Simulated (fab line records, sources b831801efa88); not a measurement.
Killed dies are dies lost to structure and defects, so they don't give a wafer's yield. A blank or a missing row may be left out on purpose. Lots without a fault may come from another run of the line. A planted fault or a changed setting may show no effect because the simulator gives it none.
Which tool did it? | flow gf180mcu | 6 lots, 18 wafers sampled, at 2 steps of a route of 602

WHAT THE GAUGES READ, wafer by wafer
GF_M5_OVL_MEAS_08.
lot  | measured     | on         | M5_OVL (nm)
L907 | day 27 09:07 | overlay-02 | 1 -1 -7
L909 | day 28 04:27 | overlay-01 | 4 1 7
L911 | day 28 18:11 | overlay-01 | 7 16 8
L913 | day 29 08:27 | overlay-02 | 4 -2 0
L915 | day 29 22:35 | overlay-01 | 0 -1 3
L925 | day 32 23:19 | overlay-02 | -4 -10 -10

WHICH TOOL RAN EACH LOT (tool, then ch and the chambers of the sampled wafers, then the start)
lot  | GF_MIM_SPUTTER_09
L907 | pvd_sputter-04, day 25 14:23
L909 | pvd_sputter-01, day 26 11:42
L911 | pvd_sputter-04, day 27 01:09
L913 | pvd_sputter-01, day 27 16:38
L915 | pvd_sputter-02, day 28 08:23
L925 | pvd_sputter-01, day 31 14:19
- GF_MIM_SPUTTER_09: material TiN, target thk 35 nm, time 29.2 s.

THE ANSWER, worked out from the rows above alone
Rule: what is usual is taken from the lots themselves. Put in order of their means at a reading, lots are off if they are a third of the lots or fewer, leave a main group of 4 or more, and stand apart from it by a gap of 3 or more times the standard deviation of the main group's means; of several such gaps the widest counts. A main group whose means are all the same, to the digits that the tables above print for the reading, isn't used. A lot without any number at a reading at which 4 lots or more have one is off too. The other lots that the step has rows for count as sound.
No lot is off at any reading shown: from this, nothing can be told.

WHAT THE SIMULATOR HAD PUT IN
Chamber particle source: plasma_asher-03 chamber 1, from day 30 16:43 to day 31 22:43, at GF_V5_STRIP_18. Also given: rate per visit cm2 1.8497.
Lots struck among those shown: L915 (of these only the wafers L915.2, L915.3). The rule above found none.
